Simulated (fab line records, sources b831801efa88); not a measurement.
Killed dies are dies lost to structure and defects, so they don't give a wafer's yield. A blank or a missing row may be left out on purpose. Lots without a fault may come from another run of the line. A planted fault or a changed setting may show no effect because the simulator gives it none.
fab line records | flow sky130
record lots=14 wafers=42 last_day=50
route steps=708 shown LI_CONTACT@378 METAL1@453 VIA1@480 METAL4@633 PAD_OPEN@708
lots that met no fault: from a run of the same line without faults
start_h: hours from the record's first day to the start of the lot's first wafer shown | wait_h: hours since the lot's step before | " the same as in the row above | L1.1+2: a row that stands for several wafers | - no value, or no start given | * or withheld: withheld | < > ~ a bound
route shown NAME@n: a module of which the file shows steps, and the number in the route of the first | usual: mean/standard deviation of fault-free wafers | same: alike in all rows | chamber/n: place in a boat | sites: the reading at each site | _std_site: their standard deviation | _edge_site: outer sites' mean less inner sites' | radius_mm: how far each site lies from the wafer's centre | mask NAME#n: copy n | behind: the tool/chamber that last shaped the wafer | hold: why the lot was held/for how many hours/how that ended | device: the transistor (n, p or np) that didn't switch | end of line: the same wafers' tests at the end of the route | a step without rows: its recipe alone | killed: dies lost to structure and defects at the first sort, not the wafer's yield | map: a wafer's dies, x killed, . not, _ none there
set.NAME: the setting as run; set.NAME@STEP: as run at that earlier step | model.NAME: the simulator's own value behind a step, which no gauge read
steps of the route over a sample of lots; a table a step, a row a wafer
services: from which hour (start_h, from the record's first day; less than 0 if before it) a tool's chamber was out of use, for how many hours, and why
## steps
# step SKY_LI_CONTACT_STRIP_16
# recipe chemistry=O2/N2 power_w=1400 pressure_mtorr=1500 platen_temp_c=withheld o2_flow_sccm=3000 n2_flow_sccm=300 overash_fraction=0.5
# usual drypump_motor_current_A=5.5/0.56 oes_product_au=0.375/0.0046 strip_time_to_endpoint_s=3.484/0.027
# columns lot.wafer tool chamber start_h wait_h drypump_motor_current_A oes_product_au rf_hours_counter_h strip_time_to_endpoint_s
L215.1 plasma_asher-02 1 698.23 - 5.5 0.377 26 3.543
L215.3 " 1 " " 5.5 0.374 - 3.515
L215.4 " 0 " " 4.9 0.379 - 3.522
L217.2 plasma_asher-02 0 706.08 - 4.9 0.381 27 3.515
L217.5 " 1 " " 5.5 0.381 - 3.473
L217.6 " 0 " " 4.9 0.380 - 3.450
L220.1 plasma_asher-02 0 741.65 - 5.0 0.379 31 3.502
L220.3 " 1 " " 5.6 0.379 - 3.499
L220.6 " 1 " " 5.6 0.373 - 3.490
L223.2 plasma_asher-04 0 759.63 - 6.5 0.377 59 3.470
L223.4 " 0 " " 6.6 0.371 - 3.458
L223.5 " 1 " " 5.3 0.369 - 3.434
L224.3 plasma_asher-02 1 772.12 - 5.6 0.377 - 3.490
L224.4 " 0 " " 4.9 0.377 - 3.450
L224.5 " 1 " " 5.5 0.375 - 3.431
L225.1 plasma_asher-01 1 774.33 - 6.1 0.381 98 3.488
L225.2 " 0 " " 4.9 0.377 98 3.496
L225.6 " 1 " " 6.1 0.377 - 3.508
L227.3 plasma_asher-01 0 793.22 - 4.8 0.371 - 3.477
L227.5 " 0 " " 4.9 0.370 - 3.489
L227.6 " 1 " " 6.1 0.375 - 3.466
L229.2 plasma_asher-01 1 809.24 - 6.1 0.374 101 3.463
L229.3 " 0 " " 4.9 0.369 - 3.430
L229.6 " 1 " " 6.1 0.378 - 3.493
L231.2 plasma_asher-04 1 824.99 - 5.3 0.368 65 3.471
L231.4 " 0 " " 6.6 0.373 - 3.494
L231.5 " 0 " " 6.6 0.376 - 3.472
L232.1 plasma_asher-01 0 825.63 - 4.9 0.375 103 3.513
L232.3 " 0 " " 4.9 0.373 - 3.499
L232.4 " 1 " " 6.1 0.379 - 3.490
L233.3 plasma_asher-04 1 831.56 - 5.3 0.378 - 3.472
L233.5 " 1 " " 5.3 0.368 - 3.458
L233.6 " 0 " " 6.6 0.381 - 3.470
L234.1 plasma_asher-01 0 840.95 - 4.9 0.376 104 3.519
L234.4 " 0 " " 4.9 0.381 - 3.511
L234.6 " 1 " " 6.1 0.382 - 3.517
L235.1 plasma_asher-01 1 848.43 - 6.1 0.375 105 3.490
L235.3 " 1 " " 6.1 0.372 - 3.473
L235.6 " 0 " " 4.9 0.368 - 3.476
L236.2 plasma_asher-02 0 858.18 - 4.9 0.376 42 3.495
L236.3 " 0 " " 4.9 0.370 - 3.454
L236.4 " 1 " " 5.6 0.375 - 3.447
# step SKY_METAL1_METAL_ETCH_19
# recipe target_depth_a=3600 stop_on=SiO2 over_etch_frac=0.3 time_s=78 chemistry=Cl2/BCl3 resist_sidewall_deg=88 pressure_mtorr=10 icp_w=900 bias_w=48.5 Cl2_flow_sccm=60 bcl3_flow_sccm=30
# usual bcl3_flow_sccm=30.00/0.096 bias_w=48.48/0.16 drypump_motor_current_A=5.5/0.35 oes_product_au=0.855/0.0055 throttle_valve_pct=22.264/0.0098
# columns lot.wafer tool chamber start_h wait_h bcl3_flow_sccm bias_w drypump_motor_current_A oes_product_au rf_hours_counter_h throttle_valve_pct
L215.1 rie_metal-04 1 787.05 0.0 29.97 48.30 6.1 0.850 12 22.260
L215.3 " 1 " " 30.11 48.79 6.1 0.851 - 22.260
L215.4 " 0 " " 29.88 48.45 5.7 0.853 - 22.263
L217.2 rie_metal-03 1 794.29 0.1 30.05 48.74 5.4 0.861 - 22.259
L217.5 " 1 " " 30.03 48.70 5.4 0.851 - 22.261
L217.6 " 1 " " 30.01 48.58 5.4 0.860 - 22.270
L220.1 rie_metal-03 0 825.97 0.0 29.87 48.34 5.2 0.845 1 22.271
L220.3 " 0 " " 29.73 48.38 5.1 0.856 - 22.264
L220.6 " 1 " " 30.10 48.48 5.4 0.856 - 22.269
L223.2 rie_metal-01 0 843.50 0.0 29.86 48.40 5.4 0.853 12 22.250
L223.4 " 1 " " 30.06 48.54 5.1 0.854 - 22.274
L223.5 " 0 " " 30.00 48.38 5.4 0.858 - 22.262
L224.3 rie_metal-04 1 854.98 0.1 29.83 48.33 6.0 0.860 - 22.247
L224.4 " 0 " " 29.94 48.46 5.7 0.852 - 22.263
L224.5 " 1 " " 29.92 48.39 6.1 0.854 - 22.266
L225.1 rie_metal-01 0 857.87 0.0 30.02 48.40 5.4 0.854 12 22.271
L225.2 " 1 " " 30.13 48.52 5.1 0.864 8 22.257
L225.6 " 1 " " 30.02 48.53 5.1 0.862 - 22.251
L227.3 rie_metal-03 1 876.90 0.1 30.04 48.13 5.4 0.863 - 22.259
L227.5 " 0 " " 29.97 48.57 5.1 0.859 - 22.257
L227.6 " 1 " " 30.32 48.28 5.4 0.861 - 22.253
L229.2 rie_metal-04 0 892.27 0.0 30.09 48.62 5.7 0.845 7 22.266
L229.3 " 1 " " 30.01 48.52 6.1 0.847 - 22.263
L229.6 " 0 " " 30.00 48.38 5.7 0.855 - 22.264
L231.2 rie_metal-01 0 907.24 0.0 29.86 48.45 5.4 0.857 14 22.256
L231.4 " 0 " " 29.89 48.56 5.4 0.852 - 22.262
L231.5 " 0 " " 29.96 48.52 5.4 0.862 - 22.264
L232.1 rie_metal-03 1 907.36 0.0 29.80 48.30 5.4 0.856 13 22.259
L232.3 " 0 " " 30.10 48.40 5.1 0.858 - 22.274
L232.4 " 1 " " 29.92 48.27 5.4 0.844 - 22.263
L233.3 rie_metal-04 1 914.08 0.1 30.00 48.45 6.1 0.845 - 22.261
L233.5 " 0 " " 30.00 48.52 5.7 0.854 - 22.254
L233.6 " 1 " " 30.02 48.73 6.1 0.846 - 22.246
L234.1 rie_metal-04 1 922.32 0.0 29.98 48.74 6.1 0.860 17 22.271
L234.4 " 0 " " 29.96 48.35 5.7 0.861 - 22.267
L234.6 " 0 " " 29.99 48.41 5.7 0.863 - 22.267
L235.1 rie_metal-01 1 929.25 0.0 30.05 48.14 5.1 0.853 11 22.243
L235.3 " 1 " " 30.12 48.26 5.1 0.843 - 22.275
L235.6 " 1 " " 29.95 48.40 5.1 0.851 - 22.262
L236.2 rie_metal-03 1 939.50 0.0 30.00 48.59 5.4 0.860 14 22.277
L236.3 " 0 " " 29.93 48.55 5.1 0.863 - 22.251
L236.4 " 1 " " 29.95 48.69 5.4 0.853 - 22.270
# step SKY_VIA1_RS_MEAS_22
# recipe thk_meas_gauge=four-point-probe reads=W_of_VIA1_CVD_21+TiN_of_VIA1_SPUTTER_20
# usual VIA1_W_RS=0.424/0.0078
# columns lot.wafer tool chamber start_h wait_h VIA1_W_RS[ohm/sq]
L215.1 film_metro-02 - 815.65 0.1 0.422
L215.3 " - " " 0.424
L215.4 " - " " 0.420
L217.2 film_metro-01 - 823.20 0.1 0.427
L217.5 " - " " 0.413
L217.6 " - " " 0.429
L220.1 film_metro-01 - 853.83 0.1 0.411
L220.3 " - " " 0.407
L220.6 " - " " 0.407
L223.2 film_metro-04 - 871.66 0.1 0.433
L223.4 " - " " 0.414
L223.5 " - " " 0.412
L224.3 film_metro-01 - 883.22 0.1 0.426
L224.4 " - " " 0.426
L224.5 " - " " 0.428
L225.1 film_metro-01 - 886.23 0.1 0.432
L225.2 " - " " 0.430
L225.6 " - " " 0.436
L227.3 film_metro-04 - 904.41 0.1 0.416
L227.5 " - " " 0.429
L227.6 " - " " 0.412
L229.2 film_metro-01 - 919.64 0.1 0.431
L229.3 " - " " 0.426
L229.6 " - " " 0.429
L231.2 film_metro-01 - 934.06 0.1 0.427
L231.4 " - " " 0.418
L231.5 " - " " 0.423
L232.1 film_metro-01 - 934.83 0.1 0.423
L232.3 " - " " 0.429
L232.4 " - " " 0.430
L233.3 film_metro-01 - 941.13 0.1 0.425
L233.5 " - " " 0.423
L233.6 " - " " 0.426
L234.1 film_metro-02 - 947.17 0.1 0.428
L234.4 " - " " 0.427
L234.6 " - " " 0.425
L235.1 film_metro-04 - 960.08 0.1 0.413
L235.3 " - " " 0.431
L235.6 " - " " 0.428
L236.2 film_metro-01 - 966.00 0.1 0.434
L236.3 " - " " 0.433
L236.4 " - " " 0.433
# step SKY_METAL4_ETCH_17
# recipe target=SiO2 stop_on=TiN chemistry=C4F8/O2/Ar source_w=1500 bias_w=1200 pressure_mtorr=40 c4f8_flow_sccm=withheld O2_flow_sccm=6 Ar_flow_sccm=300 time_s=3.9 target_depth_a=150
# usual bias_w=1200/3.3 chamber_pressure_mTorr=40.00/0.038 oes_product_au=0.752/0.0067
# columns lot.wafer tool chamber start_h wait_h bias_w chamber_pressure_mTorr oes_product_au rf_hours_counter_h
L215.1 rie_diel-04 3 995.78 0.1 1204 39.99 0.751 25
L215.3 " 0 " " 1195 40.00 0.755 5
L215.4 " 2 " " 1206 39.96 0.756 14
L217.2 rie_diel-03 3 1009.49 0.1 1200 40.01 0.748 8
L217.5 " 2 " " 1199 39.98 0.754 -
L217.6 " 1 " " 1198 39.97 0.750 -
L220.1 rie_diel-04 0 1031.25 0.1 1206 39.97 0.742 6
L220.3 " 3 " " 1201 40.03 0.753 26
L220.6 " 2 " " 1202 39.95 0.749 -
L223.2 rie_diel-04 1 1045.38 0.1 - - - -
L223.4 " 2 " " - - - -
L223.5 " 2 " " - - - -
L224.3 rie_diel-01 0 1059.36 0.0 - - - -
L224.4 " 1 " " - - - -
L224.5 " 0 " " - - - -
L225.1 rie_diel-03 1 1060.59 0.1 - - - -
L225.2 " 0 " " - - - -
L225.6 " 0 " " - - - -
L227.3 rie_diel-01 3 1079.98 0.0 1202 39.99 0.743 8
L227.5 " 3 " " 1201 40.04 0.757 -
L227.6 " 2 " " 1194 39.99 0.759 -
L229.2 rie_diel-01 3 1086.71 0.1 1196 40.00 0.747 8
L229.3 " 1 " " 1198 39.94 0.746 11
L229.6 " 1 " " 1203 39.99 0.752 -
L231.2 rie_diel-04 2 1109.39 0.1 1201 40.06 0.750 17
L231.4 " 1 " " 1199 39.98 0.752 15
L231.5 " 0 " " 1200 39.98 0.750 -
L233.3 rie_diel-01 3 1109.61 0.0 1198 39.96 0.754 9
L233.5 " 0 " " 1202 40.01 0.764 -
L233.6 " 3 " " 1199 39.96 0.752 -
L232.1 rie_diel-03 0 1109.74 0.1 1204 39.98 0.750 19
L232.3 " 1 " " 1196 39.98 0.751 22
L232.4 " 2 " " 1196 39.96 0.756 -
L234.1 rie_diel-04 3 1111.69 0.1 1197 40.04 0.766 29
L234.4 " 2 " " 1204 40.05 0.762 17
L234.6 " 1 " " 1198 40.00 0.758 -
L235.1 rie_diel-03 1 1120.01 0.1 1193 40.04 0.757 22
L235.3 " 0 " " 1198 40.00 0.755 20
L235.6 " 2 " " 1200 39.94 0.748 -
L236.2 rie_diel-01 3 1129.44 0.1 1206 39.94 0.745 10
L236.3 " 1 " " 1200 40.01 0.748 13
L236.4 " 0 " " 1196 39.93 0.749 19
# step SKY_PAD_OPEN_PROBE_99
# usual defect_limited_yield=82.1/1.8 killed_at_M0_to_M3=44/6.2 killed_at_M4_up=3.3/1.7 killed_at_contacts=24/4.9 killed_at_front_end=16/5 killed_at_other=0.3/0.48 killed_dies=88/9 killed_on_rim=17/3.7 killed_open=48/7 killed_short=39/6.1 sort_bin_3_pad_short=0.9/0.46 sort_bin_5_function=10.6/1.4 sort_bin_6_memory=6.4/1.1 sort_n_pass=404/9 sort_yield_pct=82.1/1.8
# same gross_dies=492 killed_at_back_side=0 sort_bin_4_leakage[%]=0 sort_bin_8_speed[%]=0
# columns lot.wafer tool chamber start_h wait_h defect_limited_yield[%] killed_at_M0_to_M3 killed_at_M4_up killed_at_contacts killed_at_front_end killed_at_other killed_dies killed_on_rim killed_open killed_short sort_bin_3_pad_short[%] sort_bin_5_function[%] sort_bin_6_memory[%] sort_n_pass sort_yield_pct[%]
L220.1 prober-02 - 1118.32 0.1 80.3 39 2 31 23 2 97 13 52 45 1.0 12.6 6.1 395 80.3
L220.3 prober-02 - 1118.42 0.2 80.7 46 3 34 11 1 95 16 60 34 0.4 11.6 7.3 397 80.7
L220.6 prober-02 - 1118.57 0.2 81.7 42 3 28 17 0 90 18 53 37 0.8 10.2 7.3 402 81.7
L224.3 prober-02 - 1142.99 0.2 0 46 415 18 13 0 492 96 48 33 0.6 93.5 5.9 0 0
L224.4 prober-02 - 1143.04 0.2 0 38 401 26 26 1 492 96 61 34 0.6 93.3 6.1 0 0
L224.5 prober-02 - 1143.09 0.2 0 51 395 25 20 1 492 96 53 44 0.8 92.1 7.1 0 0
L225.1 prober-01 - 1144.95 0.1 0 35 411 20 26 0 492 96 38 49 2.2 91.5 6.3 0 0
L225.6 prober-01 - 1145.20 0.2 0 35 419 26 12 0 492 96 42 33 0.6 93.3 6.1 0 0
L227.3 prober-01 - 1160.42 0.2 84.3 41 0 24 12 0 77 17 42 34 1.0 9.3 5.3 415 84.3
L227.5 prober-01 - 1160.52 0.2 81.9 42 2 18 27 0 89 18 50 37 0.8 11.4 5.9 403 81.9
L227.6 prober-01 - 1160.57 0.2 82.3 34 6 18 27 2 87 16 39 41 0.2 13.4 4.1 405 82.3
L229.2 prober-01 - 1171.58 0.1 83.9 40 4 18 16 1 79 17 44 35 1.0 8.7 6.3 413 83.9
L229.3 prober-01 - 1171.63 0.2 83.9 35 2 22 20 0 79 18 44 34 0.6 9.6 5.9 413 83.9
L229.6 prober-01 - 1171.78 0.2 80.1 50 3 24 21 0 98 13 52 45 1.2 12.4 6.3 394 80.1
L231.4 prober-01 - 1187.42 0.2 81.7 48 4 22 16 0 90 16 45 45 0.4 11.2 6.7 402 81.7
L232.1 prober-02 - 1188.32 0.1 77.0 56 4 35 18 0 113 30 55 56 1.4 12.2 9.3 379 77.0
# killed by level:class
L220.1 CONTACT:geometric_particle:open=18 VIA1:geometric_particle:open=14 LOCAL_INTERCONNECT:geometric_particle:short=8 FIELD_ISO:geometric_particle:short=6 VIA3:geometric_particle:open=6 POLY_GATE:geometric_particle:short=4 SPACER:geometric_particle:short=4 CONTACT:geometric_particle:short=4
L220.3 VIA1:geometric_particle:open=15 CONTACT:geometric_particle:open=10 CONTACT:geometric_particle:short=9 VIA2:geometric_particle:open=9 LI_CONTACT:geometric_particle:open=7 VIA3:geometric_particle:open=7 FIELD_ISO:geometric_particle:short=4 LOCAL_INTERCONNECT:geometric_particle:short=3
L220.6 CONTACT:geometric_particle:open=14 VIA1:geometric_particle:open=10 VIA2:geometric_particle:open=8 LI_CONTACT:geometric_particle:open=7 VIA3:geometric_particle:open=6 METAL3:geometric_particle:short=6 CONTACT:geometric_particle:short=5 FIELD_ISO:geometric_particle:short=4
L224.3 METAL4:area_etch=411 VIA1:geometric_particle:open=15 METAL1:geometric_particle:short=7 CONTACT:geometric_particle:open=6 POLY_GATE:geometric_particle:short=5 VIA2:geometric_particle:open=5 VIA3:geometric_particle:open=5 FIELD_ISO:geometric_particle:open=4
L224.4 METAL4:area_etch=397 VIA1:geometric_particle:open=9 VIA2:geometric_particle:open=9 FIELD_ISO:geometric_particle:open=8 CONTACT:geometric_particle:open=8 POLY_GATE:geometric_particle:open=7 VIA3:geometric_particle:open=7 LI_CONTACT:geometric_particle:open=6
L224.5 METAL4:area_etch=394 VIA1:geometric_particle:open=10 VIA3:geometric_particle:open=9 CONTACT:geometric_particle:open=8 VIA2:geometric_particle:open=6 METAL2:geometric_particle:short=6 FIELD_ISO:geometric_particle:open=5 FIELD_ISO:geometric_particle:short=5
L225.1 METAL4:area_etch=405 VIA1:geometric_particle:open=10 FIELD_ISO:geometric_particle:short=7 LI_CONTACT:geometric_particle:open=6 FIELD_ISO:geometric_particle:open=5 CONTACT:geometric_particle:short=5 METAL4:geometric_particle:short=5 SPACER:geometric_particle:open=4
L225.6 METAL4:area_etch=417 LI_CONTACT:geometric_particle:open=8 VIA3:geometric_particle:open=8 CONTACT:geometric_particle:open=6 CONTACT:geometric_particle:short=6 LOCAL_INTERCONNECT:geometric_particle:short=5 VIA1:geometric_particle:open=4 VIA2:geometric_particle:open=4
L227.3 VIA3:geometric_particle:open=9 LI_CONTACT:geometric_particle:open=8 METAL1:geometric_particle:short=7 VIA1:geometric_particle:open=6 VIA2:geometric_particle:open=6 CONTACT:geometric_particle:open=5 POLY_GATE:geometric_particle:short=4 LOCAL_INTERCONNECT:geometric_particle:short=4
L227.5 POLY_GATE:geometric_particle:open=7 VIA2:geometric_particle:open=7 VIA3:geometric_particle:open=7 CONTACT:geometric_particle:open=6 LI_CONTACT:geometric_particle:open=6 FIELD_ISO:geometric_particle:short=5 METAL1:geometric_particle:short=4 VIA1:geometric_particle:open=4
L227.6 VIA1:geometric_particle:open=9 FIELD_ISO:geometric_particle:short=8 CONTACT:geometric_particle:open=8 METAL1:geometric_particle:short=6 VIA3:geometric_particle:open=5 CONTACT:geometric_particle:short=4 METAL2:geometric_particle:short=4 POLY_GATE:area_etch=4
L229.2 VIA1:geometric_particle:open=12 CONTACT:geometric_particle:open=9 METAL2:geometric_particle:short=6 FIELD_ISO:geometric_particle:short=4 POLY_GATE:geometric_particle:short=4 LI_CONTACT:geometric_particle:open=4 METAL1:geometric_particle:short=4 VIA3:geometric_particle:open=4
L229.3 CONTACT:geometric_particle:open=12 LI_CONTACT:geometric_particle:open=7 POLY_GATE:geometric_particle:short=7 VIA1:geometric_particle:open=7 VIA3:geometric_particle:short=6 METAL2:geometric_particle:short=5 VIA3:geometric_particle:open=5 FIELD_ISO:geometric_particle:open=4
L229.6 METAL1:geometric_particle:short=12 CONTACT:geometric_particle:open=12 VIA1:geometric_particle:open=9 VIA2:geometric_particle:open=8 FIELD_ISO:geometric_particle:short=7 METAL2:geometric_particle:short=7 LI_CONTACT:geometric_particle:open=6 VIA3:geometric_particle:open=5
L231.4 VIA2:geometric_particle:open=12 METAL1:geometric_particle:short=9 VIA1:geometric_particle:open=7 CONTACT:geometric_particle:open=6 LI_CONTACT:geometric_particle:open=5 CONTACT:geometric_particle:short=5 FIELD_ISO:geometric_particle:short=4 POLY_GATE:geometric_particle:short=4
L232.1 CONTACT:geometric_particle:open=13 VIA1:geometric_particle:short=11 METAL1:geometric_particle:short=10 LI_CONTACT:geometric_particle:open=9 VIA1:geometric_particle:open=8 FIELD_ISO:geometric_particle:open=7 CONTACT:geometric_particle:short=7 METAL2:geometric_particle:short=6
## services
# columns tool chamber start_h hours kind
plasma_asher-02 - 681.87 14.6 pm
plasma_asher-01 - 744.25 4.4 repair
rie_metal-03 0 757.57 18.7 repair
rie_diel-04 1 768.69 6.8 repair
rie_metal-03 - 772.41 0.4 repair
rie_metal-04 - 774.45 0.9 repair
rie_diel-04 2 777.00 13.1 repair
rie_diel-01 - 792.92 1.2 repair
rie_diel-01 0 811.80 5.9 repair
rie_diel-04 1 832.15 3.6 repair
rie_diel-04 3 832.53 5.7 repair
rie_diel-01 - 841.35 0.4 repair
plasma_asher-02 - 862.68 0.5 repair
plasma_asher-01 - 864.83 2.8 pm
rie_diel-01 1 892.57 3.4 repair
rie_diel-04 2 900.20 23.7 repair
plasma_asher-01 - 905.74 4.1 repair
plasma_asher-01 - 913.01 3.3 repair
rie_diel-01 2 932.46 9.6 repair
rie_diel-01 - 948.90 2.8 pm
plasma_asher-01 - 969.09 14.6 pm
plasma_asher-01 - 1055.25 9.0 pm
plasma_asher-01 - 1068.62 3.3 repair
plasma_asher-01 - 1082.11 3.3 repair
## key
first_sign step=SKY_METAL4_ETCH_17 reading=tool_record direction=missing
effect step=SKY_PAD_OPEN_PROBE_99 reading=killed_at_M4_up direction=up sigmas=99+ usual=3.3 struck=408.2
more_kills_born_at SKY_METAL4_ETCH_17@rie_diel-01=1202 SKY_METAL4_ETCH_17@rie_diel-03=822
met_at SKY_METAL4_ETCH_17
struck_lots L223,L224,L225
later_rows_left_out L223.2,L223.4,L223.5,L224.3,L224.4,L224.5,L225.1,L225.2,L225.6
sort_left_out L223.2,L223.4,L223.5
not_acting_at SKY_LI_CONTACT_STRIP_16,SKY_METAL1_METAL_ETCH_19,SKY_VIA1_RS_MEAS_22
onset_between 1031.25 1045.38
fault kind=skipped_step_whole tool=rie_diel-01,rie_diel-03,rie_diel-04 chamber=- onset_h=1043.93 steps=SKY_METAL4_ETCH_17 scope=struck_lots_only
# sort_left_out: the simulated sort isn't trusted on such a fault, so these wafers' sort isn't shown, and their yield isn't known
# later_rows_left_out: the simulator's readings of these wafers behind a module that went badly wrong aren't trusted and aren't shown, but for the sort
